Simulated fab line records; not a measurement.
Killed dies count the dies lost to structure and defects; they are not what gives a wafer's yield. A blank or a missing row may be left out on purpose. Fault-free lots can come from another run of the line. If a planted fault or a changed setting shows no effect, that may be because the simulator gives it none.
A lot that was struck, set against a sound lot || flow sky130 || 15 out of 708 route steps
Sound: wafers L268.1, L268.2, L268.3. Struck: wafers L273.1, L273.4. (L273.2 of the same lot was not struck and is left out.) The cause comes at the end.
At each step with rows: each side's tool, then ch and its chambers, then its first start. Under that, the readings that differ: sound wafers || struck wafers || difference of the means || sigmas: that difference in standard deviations of wafers without a fault.
alike: readings with means less than 2 such deviations apart, plus words and numbers identical on both sides. not compared: withheld readings, readings lacking a value on some wafer, bounds such as >300 that could conceal the same value, and numbers that have no deviation in the record and whose values overlap.
Wherever a step has rows on one side only, a row that says differs or no value, or a row with sigmas, the two part there. Non-overlapping numbers with no deviation appear without sigmas and do not part them. Lack of a reading on every wafer of one side parts them only where that side has two or more wafers.

SKY_RES_XHIGH_TW_MEAS_09:
  sound on film metro-04 at day 31 06:44; struck on film metro-02 at day 32 03:45
  alike: RES_XHIGH_TW
then, 7 steps without rows for these wafers: SKY_SD_N_DEHYDRATE_00 (time 60 s); SKY_SD_N_HMDS_01 (prime time 60 s); SKY_SD_N_COAT_02 (resist thk 1140 nm); SKY_SD_N_SOFTBAKE_03 (time 60 s); SKY_SD_N_EXPOSE_04 (exposes mask NSDM, target cd 380 nm); SKY_SD_N_PEB_05; SKY_SD_N_DEVELOP_06 (develop time 60 s).
SKY_SD_N_CD_MEAS_07: the cd target is 380 nm.
  sound on cd sem-01 at day 32 09:55; struck on cd sem-01 at day 33 06:29
  alike: cd nm
SKY_SD_N_OVL_MEAS_08:
  sound on overlay-02 at day 32 10:02; struck on overlay-01 at day 33 06:36
  alike: SD_N_OVL
then, 2 steps without rows for these wafers: SKY_SD_N_IMPLANT_09; SKY_SD_N_IMPLANT_10.
SKY_SD_N_STRIP_11: strips in O2/N2.
  sound on plasma asher-01 ch 0,1, day 32 10:22; struck on plasma asher-01 ch 0, day 33 06:56
{"reading": "oes product au (a.u.)", "sound": "0.525 0.526 0.538", "struck": "0.511 0.502", "difference": -0.023, "sigmas": -5}
{"reading": "strip time to endpoint s (s)", "sound": "22.62 22.57 22.54", "struck": "24.01 24.05", "difference": "+1.45", "sigmas": "+37"}
  alike: drypump motor current A
  not compared: rf hours counter h
SKY_SD_N_TW_MEAS_12:
  sound on film metro-02 at day 32 10:28; struck on film metro-02 at day 33 07:02
  alike: SD_N_TW
SKY_PAD_OPEN_PROBE_99:
  the record holds rows for the sound wafers here (prober-01, day 48 22:22) but none for the struck ones

WHERE THEY PART
Last at SKY_PAD_OPEN_PROBE_99 as far as this record goes, first at SKY_SD_N_STRIP_11.

WHY: what the simulator had put in
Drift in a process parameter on plasma asher-01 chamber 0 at SKY_SD_N_STRIP_11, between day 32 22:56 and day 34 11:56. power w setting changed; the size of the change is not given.
